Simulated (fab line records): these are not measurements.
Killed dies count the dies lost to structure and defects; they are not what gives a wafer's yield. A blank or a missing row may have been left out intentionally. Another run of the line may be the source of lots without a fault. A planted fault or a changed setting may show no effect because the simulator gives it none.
8D (eight disciplines) problem report, filled in by code | flow gf180mcu | the parts of the form that need people (team, actions taken, sign-off) are left out

== 1. PROBLEM STATEMENT ==
M1_ALCU_RS at GF_M1_RS_MEAS_05 reads a mean of 0.0476 ohm/sq on 6 wafers of 2 lots; wafers without a fault read 0.0694 ohm/sq with a standard deviation of 0.00081. That puts it -27 standard deviations away from the usual mean.
The step: measures by four-point-probe.
The first sign was on wafer L667.1 at day 20 23:50, on filmMetro-03. Wafers with a number at this step in the record: 33, from 11 lots. Rule for "out", or "out of limits": more than 4 standard deviations from the usual mean. Any other wafer with a number is counted as sound.

== 2. WHAT IT IS; WHAT IT IS NOT ==
question                    | is                     | is not
which readings at this step | M1_ALCU_RS             | -
which lots                  | L667, L668             | L655, L656, L657, L658, L661, L674, L675, L676, L677
which wafers of those lots  | all that have a number | -
read on which gauges        | filmMetro-03           | filmMetro-02, filmMetro-04
when                        | from day 20 23:50      | up to then (15 sound wafers); but 12 sound wafers of L674, L675, L676, L677 came after

== 3. SUSPECTS, AND WHAT RULES EACH OUT ==
Counting: a tool stays on the suspect list if, at a process step up to the reading, it processed all lots that are out and no sound lot following the first of them.
- the gauge at GF_M1_RS_MEAS_05: kept. All the wafers that are out were read on filmMetro-03, and no step on other tools shows them out.
- pvdSputter-04 at GF_SALICIDE_SPUTTER_03 (material TiN, target thk 20 nm, time 16.7 s): kept. It ran every lot that is out, first L667 (day 19 20:38), and no sound lot after that.
- pvdSputter-03 at GF_M1_SPUTTER_02 (material AlCu, target thk 450 nm, time 23.9 s): ruled out as a lasting fault. Following L667 (day 20 23:45), the first lot on it that is out, the sound lots L677 were run on it.
Left after counting: pvdSputter-04 at GF_SALICIDE_SPUTTER_03, filmMetro-03 at GF_M1_RS_MEAS_05.

== 4. THE CAUSE (what the simulator had put in) ==
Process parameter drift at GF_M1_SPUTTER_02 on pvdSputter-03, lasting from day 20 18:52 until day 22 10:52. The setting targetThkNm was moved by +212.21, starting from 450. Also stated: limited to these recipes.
It was ruled out by counting, in error; the rule expects a fault to strike all lots run on its tool from its start on, and this fault did not.

== 5. THE CHAIN OF EFFECTS, in route order ==
One row per reading whose mean, taken over the struck wafers that have a number, lies over 3 standard deviations from the usual. Scope: only readings with a usual standard deviation given in the record; hours: median across lots of the time from each lot's start at the first step in this table that gives one to its start at this step; sigmas: change in usual standard deviations.
hours | step                | reading      | usual         | on struck wafers | change  | sigmas
0     | GF_M1_RS_MEAS_05    | M1_ALCU_RS   | 0.0694 ohm/sq | 0.0476           | -0.0219 | -27
2     | GF_M1_THK_MEAS_06   | M1_ALCU_THK  | 453 nm        | 656              | +203    | +31
23    | GF_M1_METAL_ETCH_16 | oesProductAu | 0.973 a.u.    | 0.994            | +0.021  | +3.2
Its process steps:
- GF_M1_METAL_ETCH_16: etches the open film in Cl2/BCl3, stops on SiO2, target depth 627.5 nm, time 104.6 s.
Later measuring or inspecting steps at which every struck wafer that the step has a row for has a number for every such reading, and none has moved that far: GF_M1_CD_MEAS_14.

== 6. WHAT WOULD HAVE CAUGHT IT SOONER ==
5 hours passed between the start of the fault at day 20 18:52 and the first reading out of limits at a measuring or inspecting step in this record, taken at day 20 23:50.
An alarm limit of 4 standard deviations would not have fired on the tool readings at GF_M1_SPUTTER_02 for which the record gives a usual standard deviation, since none of them was out on any struck wafer.
